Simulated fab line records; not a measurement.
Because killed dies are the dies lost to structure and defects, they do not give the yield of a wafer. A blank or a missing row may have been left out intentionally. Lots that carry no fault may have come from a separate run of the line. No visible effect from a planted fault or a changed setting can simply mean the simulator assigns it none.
A lot that was struck, set against a sound lot :: flow sky130 :: 38 steps out of a route of 708
Sound: these wafers, L431.1, L431.4, L431.5. The struck wafers were L423.1, L423.3, L423.5. The cause comes at the end.
Each step with rows lists, per side, the tool, then ch with its chambers, then its first start. Under that, the readings that differ: sound wafers :: struck wafers :: difference of the means :: sigmas: that difference in standard deviations of wafers without a fault.
alike: words and numbers the same on both sides, and readings whose means are apart by under 2 such deviations; not compared: readings that were withheld, readings missing a value for some wafer, numbers with overlapping values and no deviation given by the record, and bounds like >300 which may hide the same value.
A row with sigmas, a row that says differs or no value, or rows on one side alone: a step with any of these is where the two part. Numbers that have no deviation but don't overlap get no sigmas and don't part them. Lack of a reading on every wafer of one side parts them only where that side has two or more wafers.

first, 9 steps without rows for these wafers: SKY_VIA3_SPUTTER_20 (material TiN, target thk 20 nm, time 80 s); SKY_VIA3_CVD_21 (deposits W, target thk 390 nm, time 117.31 s); SKY_VIA3_CMP_24 (polishes, stops on SiO2, t overpolish 20 s, target thk 0 nm); SKY_METAL4_SPUTTER_00 (material Ti, target thk 15 nm, time 10 s); SKY_METAL4_SPUTTER_01 (material TiN, target thk 20 nm, time 16.7 s); SKY_METAL4_SPUTTER_02 (material AlCu, target thk 735 nm, time 39.1 s); SKY_METAL4_SPUTTER_03 (material Ti, target thk 5 nm, time 3.3 s); SKY_METAL4_SPUTTER_04 (material TiN, target thk 70 nm, time 58.3 s); SKY_CAP2M_CVD_00 (deposits SiO2, target thk 15.5 nm).
SKY_CAP2M_SPUTTER_02: material TiN, target thk 200 nm, time 166.7 s.
  sound on pvd_sputter-03 at day 45 02:47; struck on pvd_sputter-01 at day 42 23:25
reading: cathode_dc_power_W (W)
sound: 6499.9 6501.4 6500.1
struck: 5173.6 5173.6 5172.2
difference: -1327.3
sigmas: -99 or more

reading: model.TiN_of_CAP2M_SPUTTER_02.thk_nm (nm)
sound: 201 201.4 199.6
struck: 156.9 158.5 156.6
difference: -43.3
sigmas: 
  alike: throttle_valve_pct
SKY_CAP2M_RS_MEAS_03: uses a four-point probe to measure.
  sound on film_metro-04 at day 45 02:54; struck on film_metro-04 at day 42 23:32
reading: CAP2M_TIN_RS (ohm/sq)
sound: 6.88 6.86 6.90
struck: 8.87 8.78 8.89
difference: +1.97
sigmas: +29
SKY_CAP2M_THK_MEAS_04: measures by xrf.
  sound on film_metro-04 at day 45 03:01; struck on film_metro-04 at day 42 23:39
reading: CAP2M_TIN_THK (nm)
sound: 208.5 208.8 206.4
struck: 160.7 162.4 160.5
difference: -46.7
sigmas: -17
then, 7 steps without rows for these wafers: SKY_CAP2M_DEHYDRATE_05 (time 60 s); SKY_CAP2M_HMDS_06 (prime time 60 s); SKY_CAP2M_COAT_07 (resist thk 1140 nm); SKY_CAP2M_SOFTBAKE_08 (time 60 s); SKY_CAP2M_EXPOSE_09 (exposes mask CAP2M, target cd 1000 nm); SKY_CAP2M_PEB_10; SKY_CAP2M_DEVELOP_11 (develop time 60 s).
SKY_CAP2M_METAL_ETCH_13: etches TiN in Cl2/BCl3, stops on SiO2, target depth 220 nm, time 62.9 s.
  sound on rie_metal-01 ch 0,1, day 46 00:11; struck on rie_metal-04 ch 0,1, day 43 21:38
reading: oes_product_au (a.u.)
sound: 0.943 0.941 0.939
struck: 0.827 0.828 0.816
difference: -0.117
sigmas: -17

reading: throttle_valve_pct (%)
sound: 21.906 21.884 21.905
struck: 21.977 21.979 21.983
difference: +0.081
sigmas: +8
  alike: drypump_motor_current_A
  not compared: rf_hours_counter_h
then, 16 steps without rows for these wafers: SKY_CAP2M_STRIP_14 (strips in O2/N2); SKY_CAP2M_STRIP_15 (strips in post etch residue remover, time 1200 s); SKY_CAP2M_CLEAN_16 (cleans in IPA, time 180 s); SKY_CAP2M_CLEAN_17 (cleans in O3/DIW); SKY_METAL4_DEHYDRATE_05 (time 60 s); SKY_METAL4_HMDS_06 (prime time 60 s); SKY_METAL4_COAT_07 (resist thk 60 nm); SKY_METAL4_COAT_08 (resist thk 1140 nm); SKY_METAL4_SOFTBAKE_09 (time 90 s); SKY_METAL4_EXPOSE_10 (exposes mask MM4, target cd 300 nm); SKY_METAL4_PEB_11; SKY_METAL4_DEVELOP_12 (develop time 60 s); SKY_METAL4_DESCUM_15 (chemistry O2, time 8 s); SKY_METAL4_ETCH_16 (etches BARC in N2/H2, stops on SiO2, time 88.2 s, target depth 60 nm); SKY_METAL4_ETCH_17 (etches SiO2 in C4F8/O2/Ar, stops on TiN, time 3.9 s, target depth 15 nm); SKY_METAL4_METAL_ETCH_18 (etches the open film in Cl2/BCl3, stops on SiO2, target depth 845 nm, time 183.1 s).
SKY_METAL4_STRIP_20: strips in post etch residue remover, time 1200 s.
  sound on wet_bench-02 ch 2, day 46 22:14; struck on wet_bench-03 ch 3, day 44 20:17
reading: model.TiN_of_CAP2M_SPUTTER_02.thk_nm (nm)
sound: 200.2 200.5 198.8
struck: 156 157.6 155.7
difference: -43
sigmas: 
-- the record jumps here: 4 days lie between the struck wafers' starts before and after (it left off in module METAL4 and takes up again in module PAD_OPEN, whose first step shown is number 708 of the route) --
SKY_PAD_OPEN_PROBE_99:
  sound on prober-02 at day 50 05:10; struck on prober-02 at day 48 10:37
reading: model.etest.cap_mim2.plate_ohm_sq
sound: 5.95 5.975 6.061
struck: 7.599 7.582 7.598
difference: +1.598
sigmas: 

reading: model.etest.cap_mim2.bv_v (V)
sound: 13.71 14.54 13.91
struck: 12.32 13.26 12.51
difference: -1.36
sigmas: 

reading: model.etest.cap_mim2.leak_log10_a_cm2
sound: -9.046 -9.004 -9.018
struck: -8.4 -8.567 -8.403
difference: +0.6
sigmas: 
  alike: defect_limited_yield, killed_at_M0_to_M3, killed_at_M4_up, killed_at_contacts, killed_at_front_end, killed_at_other, killed_dies, killed_open, killed_short, sort_bin_3_pad_short, sort_bin_5_function, sort_bin_6_memory, sort_n_pass, sort_yield_pct

== WHERE THEY PART ==
At SKY_CAP2M_SPUTTER_02 first; at SKY_CAP2M_METAL_ETCH_13 last (within this record only). Later steps at which nothing parts them and some readings are alike: SKY_PAD_OPEN_PROBE_99.

WHY: what had been put in by the simulator
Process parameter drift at SKY_CAP2M_SPUTTER_02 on pvd_sputter-01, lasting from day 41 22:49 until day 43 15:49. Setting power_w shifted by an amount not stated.
